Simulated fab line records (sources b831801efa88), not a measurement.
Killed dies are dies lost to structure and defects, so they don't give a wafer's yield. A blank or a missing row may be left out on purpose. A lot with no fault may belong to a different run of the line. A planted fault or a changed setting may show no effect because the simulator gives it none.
Chamber matching | flow sky130 | SKY_LI_CONTACT_ETCH_15 on rie-diel-04: 4 sister chambers
The step etches PSG in C4F8/O2/Ar, stops on Si, target depth 600 nm. 14 wafers are shown with their chamber, then 7 later ones without.

== WAFERS, EACH WITH ITS CHAMBER ==
wafer  | chamber | rf-fwd-power-W (W) | oes-product-au (a.u.)
L076.1 | 0       | 1489               | 0.835
L076.3 | 2       | 1500               | 0.832
L076.5 | 0       | 1493               | 0.829
L083.1 | 0       | 1490               | 0.837
L083.5 | 0       | 1488               | 0.830
L083.6 | 1       | 1489               | 0.828
L087.2 | 3       | 1493               | 0.826
L087.5 | 2       | 1500               | 0.835
L087.6 | 3       | 1492               | 0.833
L088.2 | 2       | 1493               | 0.832
L088.5 | 2       | 1492               | 0.826
L088.6 | 1       | 1496               | 0.832
L090.1 | 2       | 1492               | 0.830
L090.4 | 0       | 1488               | 0.836

SIGNATURES (means of the wafers above)
reading        | chamber 0 | chamber 1 | chamber 2 | chamber 3 | scatter within a chamber
rf-fwd-power-W | 1489.60   | 1492.50   | 1495.40   | 1492.50   | 3.37
oes-product-au | 0.83340   | 0.83000   | 0.83100   | 0.82950   | 0.0036
Rule: for each reading, subtract the chamber's mean from the wafer's reading, divide by that reading's scatter and square the result; add these up over the readings and take the root, which gives the wafer's distance from the chamber. If the next closest chamber is less than 2 further off than the closest, the wafer can't be placed; otherwise it belongs to the closest. The scatter is the square root of a quotient: the sum, over the shown wafers, of each reading's squared deviation from its chamber's mean, divided by wafers minus chambers.

== WAFERS WITHOUT THEIR CHAMBER ==
wafer  | rf-fwd-power-W (W) | oes-product-au (a.u.)
L090.5 | 1493               | 0.833
L091.2 | 1500               | 0.838
L091.3 | 1494               | 0.838
L091.5 | 1494               | 0.828
L093.1 | 1503               | 0.824
L093.5 | 1491               | 0.839
L093.6 | 1493               | 0.837

== CHAMBER TAKEN BY EACH ==
wafer  | from the rows above               | in truth
L090.5 | can't be placed: 1 or 2 or 3 or 0 | 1
L091.2 | can't be placed: 2 or 1 or 3 or 0 | 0
L091.3 | can't be placed: 0 or 2 or 1 or 3 | 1
L091.5 | can't be placed: 3 or 1 or 2 or 0 | 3
L093.1 | can't be placed: 2 or 3 or 1 or 0 | 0
L093.5 | can't be placed: 0 or 1 or 2 or 3 | 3
L093.6 | can't be placed: 0 or 2 or 1 or 3 | 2
0 of 7 placed correctly. From these rows, 7 cannot be placed; in 7 the true chamber is one of the candidates. Number placed wrongly: 0.
